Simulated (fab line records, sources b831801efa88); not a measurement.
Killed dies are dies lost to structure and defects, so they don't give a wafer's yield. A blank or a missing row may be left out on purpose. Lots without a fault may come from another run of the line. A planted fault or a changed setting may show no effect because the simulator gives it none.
Which tool did it? | flow gf180mcu | 10 lots, 30 wafers sampled, at 5 steps of a route of 602

WHAT THE GAUGES READ, wafer by wafer
GF_V3_THK_MEAS_03. Usual: V3_CVD_02_THK 856 nm, standard deviation 13.
lot  | measured     | on            | V3_CVD_02_THK (nm) | flag
L183 | day 21 12:40 | film_metro-01 | 839 832 857        |
L185 | day 22 05:46 | film_metro-02 | 845 849 867        |
L186 | day 22 13:10 | film_metro-01 | 846 850 865        |
L190 | day 23 20:53 | film_metro-03 | 857 851 869        |
L191 | day 24 10:05 | film_metro-01 | 861 859 873        |
L193 | day 25 03:05 | film_metro-01 | 839 843 853        |
L195 | day 25 17:29 | film_metro-03 | 860 871 874        |
L201 | day 27 18:44 | film_metro-03 | 854 860 868        |
L202 | day 27 20:03 | film_metro-03 | 846 827 830        |
L205 | day 28 13:03 | film_metro-03 | 838 856 852        |

GF_MIM_RS_MEAS_10: measures by four-point-probe. Usual: MIM_ALCU_RS 0.1610 ohm/sq, standard deviation 0.002.
lot  | measured     | on            | MIM_ALCU_RS (ohm/sq) | flag
L183 | day 24 15:13 | film_metro-02 | 0.1648 0.1625 0.1635 |
L185 | day 25 06:01 | film_metro-01 | 0.1633 0.1628 0.1616 |
L186 | day 25 14:17 | film_metro-02 | 0.1632 0.1625 0.1620 |
L190 | day 26 19:05 | film_metro-04 | 0.1609 0.1638 0.1613 |
L191 | day 27 05:47 | film_metro-01 | 0.1587 0.1594 0.1569 |
L193 | day 27 22:46 | film_metro-04 | 0.1608 0.1622 0.1604 |
L195 | day 28 12:11 | film_metro-01 | 0.1606 0.1579 0.1621 |
L201 | day 30 10:13 | film_metro-02 | 0.1454 0.1441 0.1465 | OFF
L202 | day 30 12:01 | film_metro-04 | 0.1477 0.1466 0.1467 | OFF
L205 | day 31 03:45 | film_metro-02 | 0.1597 0.1613 0.1581 |

GF_MIM_THK_MEAS_11: measures by xrf. Usual: MIM_ALCU_THK 199.0 nm, standard deviation 2.6.
lot  | measured     | on            | MIM_ALCU_THK (nm) | flag
L183 | day 24 15:19 | film_metro-02 | 195.5 196.9 195.5 |
L185 | day 25 06:07 | film_metro-01 | 196.6 196.8 197.2 |
L186 | day 25 14:23 | film_metro-02 | 197.7 199.4 199.2 |
L190 | day 26 19:11 | film_metro-04 | 198.5 194.8 197.6 |
L191 | day 27 05:55 | film_metro-01 | 201.6 201.0 204.7 |
L193 | day 27 22:52 | film_metro-04 | 199.0 197.4 201.1 |
L195 | day 28 12:18 | film_metro-01 | 198.4 201.9 197.6 |
L201 | day 30 10:20 | film_metro-02 | 220.0 221.7 218.8 | OFF
L202 | day 30 12:08 | film_metro-04 | 215.3 216.1 217.0 | OFF
L205 | day 31 03:52 | film_metro-02 | 201.5 199.1 202.9 |

WHICH TOOL RAN EACH LOT (tool, then ch and the chambers of the sampled wafers, then the start)
lot  | GF_MIM_SPUTTER_01            | GF_MIM_SPUTTER_08
L183 | pvd_sputter-02, day 24 14:53 | pvd_sputter-04, day 24 15:08
L185 | pvd_sputter-01, day 25 05:40 | pvd_sputter-02, day 25 05:56
L186 | pvd_sputter-01, day 25 13:56 | pvd_sputter-04, day 25 14:12
L190 | pvd_sputter-02, day 26 18:45 | pvd_sputter-04, day 26 19:00
L191 | pvd_sputter-02, day 27 05:29 | pvd_sputter-01, day 27 05:44
L193 | pvd_sputter-01, day 27 22:26 | pvd_sputter-02, day 27 22:41
L195 | pvd_sputter-02, day 28 11:52 | pvd_sputter-01, day 28 12:08
L201 | pvd_sputter-02, day 30 09:54 | pvd_sputter-01, day 30 10:10
L202 | pvd_sputter-02, day 30 11:42 | pvd_sputter-01, day 30 11:58
L205 | pvd_sputter-04, day 31 03:26 | pvd_sputter-02, day 31 03:42
- GF_MIM_SPUTTER_01: material TiN, target thk 30 nm, time 25 s.
- GF_MIM_SPUTTER_08: material AlCu, target thk 200 nm, time 10.6 s.

WHAT THE TOOLS THEMSELVES READ (means of the sampled wafers that have a number; where no wafer has one, the mark that the record gives instead)
GF_MIM_SPUTTER_01. Usual: cathode_dc_power_W 6500.0 W, standard deviation 1.2; throttle_valve_pct 30.6 %, standard deviation 1.1.
lot  | tool           | cathode_dc_power_W (W) | throttle_valve_pct (%) | flag
L183 | pvd_sputter-02 | 6499.4                 | 31.4                   |
L185 | pvd_sputter-01 | 6499.8                 | 30.9                   |
L186 | pvd_sputter-01 | 6500.8                 | 30.7                   |
L190 | pvd_sputter-02 | 6500.1                 | 30.8                   |
L191 | pvd_sputter-02 | 6498.2                 | 30.5                   |
L193 | pvd_sputter-01 | 6500.6                 | 29.9                   |
L195 | pvd_sputter-02 | 6500.1                 | 30.6                   |
L201 | pvd_sputter-02 | 6499.9                 | 30.2                   |
L202 | pvd_sputter-02 | 6500.2                 | 31.8                   |
L205 | pvd_sputter-04 | 6498.6                 | 31.4                   |

GF_MIM_SPUTTER_08. Usual: cathode_dc_power_W 10600 W, standard deviation 1.9; throttle_valve_pct 30.6 %, standard deviation 1.3.
lot  | tool           | cathode_dc_power_W (W) | throttle_valve_pct (%) | flag
L183 | pvd_sputter-04 | 10599                  | 31.3                   |
L185 | pvd_sputter-02 | 10601                  | 30.2                   |
L186 | pvd_sputter-04 | 10601                  | 30.9                   |
L190 | pvd_sputter-04 | 10601                  | 31.1                   |
L191 | pvd_sputter-01 | 10602                  | 30.7                   |
L193 | pvd_sputter-02 | 10600                  | 31.6                   |
L195 | pvd_sputter-01 | 10601                  | 30.7                   |
L201 | pvd_sputter-01 | 11506                  | 30.0                   | OFF
L202 | pvd_sputter-01 | 11504                  | 30.5                   | OFF
L205 | pvd_sputter-02 | 10599                  | 30.3                   |

THE ANSWER, worked out from the rows above alone
Rule: a lot is off if the mean of its wafers that have a number lies more than 3 standard deviations from the usual mean. A lot without any number at a reading at which 4 lots or more have one is off too. The other lots that the step has rows for count as sound. The gauges are gone through in route order, then the tools' own readings, and for those a lot's mean is taken as printed above. The first step at which some lot is off is used, and at that step the reading that is off furthest; a lot without a number counts as furthest.
Off: L201, L202, at GF_MIM_RS_MEAS_10 (MIM_ALCU_RS).
A tool fits if, at a process step before that reading, it ran every lot that is off, and no sound lot after the first of them. The gauges at GF_MIM_RS_MEAS_10 aren't tried: what is off there is off at GF_MIM_SPUTTER_08 too, on other tools, and a gauge's error can't cause that. Can't be told from this: 2 tools fit, pvd_sputter-02 at GF_MIM_SPUTTER_01, pvd_sputter-01 at GF_MIM_SPUTTER_08.

WHAT THE SIMULATOR HAD PUT IN
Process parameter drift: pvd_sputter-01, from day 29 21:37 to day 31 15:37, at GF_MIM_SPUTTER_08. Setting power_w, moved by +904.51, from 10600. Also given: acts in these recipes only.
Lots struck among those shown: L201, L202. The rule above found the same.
